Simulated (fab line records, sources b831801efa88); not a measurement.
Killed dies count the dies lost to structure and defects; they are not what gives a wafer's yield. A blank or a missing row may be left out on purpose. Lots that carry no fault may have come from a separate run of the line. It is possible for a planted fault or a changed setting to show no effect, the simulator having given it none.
Split-lot trial	flow gf180mcu	on a route of 602 steps: 5 lots, 23 wafers read

ABOUT THE SPLIT
At GF_HV_LDD_DEVELOP_30 (develop time 60 s), the setting developTimeS was moved away from the recipe's 60 s on 4 of the 23 wafers read, by -8.8% to +4.4%. All remaining wafers had this setting at the recipe value.

Split to reading: the file shows no intervening step.

THE READING
cdNm, in nm, at GF_HV_LDD_CD_MEAS_31 (target cd 400 nm). On this fab line, fault-free wafers typically give 400.5 nm with a standard deviation of 2.1 nm.

wafer	tool, chamber at the split	developTimeS as run, s	against the recipe	cdNm, nm	against lot-mates on the recipe
L079.1	lithoTrack-03, 0	60	recipe	398.7	-
L079.3	lithoTrack-03, 0	60	recipe	399.3	-
L079.4	lithoTrack-03, 0	54.71	-8.8%	391.4	-8.2
L079.5	lithoTrack-03, 0	60	recipe	400.8	-
L079.6	lithoTrack-03, 0	54.71	-8.8%	391.2	-8.4
L081.1	lithoTrack-04, 0	60	recipe	399.7	-
L081.2	lithoTrack-04, 0	60	recipe	400.5	-
L081.3	lithoTrack-04, 0	62.67	+4.4%	405.6	+4.9
L081.5	lithoTrack-04, 0	62.67	+4.4%	406.8	+6.1
L081.6	lithoTrack-04, 0	60	recipe	401.9	-
L080.1	lithoTrack-02, 0	60	recipe	400.8	-
L080.2	lithoTrack-02, 0	60	recipe	403.2	-
L080.3	lithoTrack-02, 0	60	recipe	401.4	-
L080.4	lithoTrack-02, 0	60	recipe	399.0	-
L080.5	lithoTrack-02, 0	60	recipe	401.6	-
L082.1	lithoTrack-04, 0	60	recipe	398.0	-
L082.2	lithoTrack-04, 0	60	recipe	398.1	-
L082.3	lithoTrack-04, 0	60	recipe	398.6	-
L082.4	lithoTrack-04, 0	60	recipe	397.1	-
L082.5	lithoTrack-04, 0	60	recipe	398.1	-
L085.3	lithoTrack-02, 0	60	recipe	397.9	-
L085.4	lithoTrack-02, 0	60	recipe	397.2	-
L085.6	lithoTrack-02, 0	60	recipe	396.8	-

THE FIT
A straight line over all 23 wafers: cdNm changes by +1.06 nm for each +1% of developTimeS; r = +0.87; the points scatter about the line by 1.8 nm.
The same after taking each lot's own level away (the mean of its wafers on the recipe; 23 wafers): +1.01 nm for each +1%; r = +0.95; scatter 0.95 nm.
Per that fit: largest developTimeS move, reading shift of 8.9 nm.
The span of the lots' own levels, 397.30 to 401.20 nm, comes to 1.9 times the standard deviation stated above.
Hence the lot-to-lot level has little effect on the slope; both slopes agree.
Check: for one of the wafers moved furthest among these (-8.8%), held out of the fit, the line's prediction against its lot-mates is -9.13 nm. Against them it came out at -8.2 nm.

THE FILE'S OWN FIT
cdNm changes by +1 nm for each +1% of developTimeS, r = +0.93.
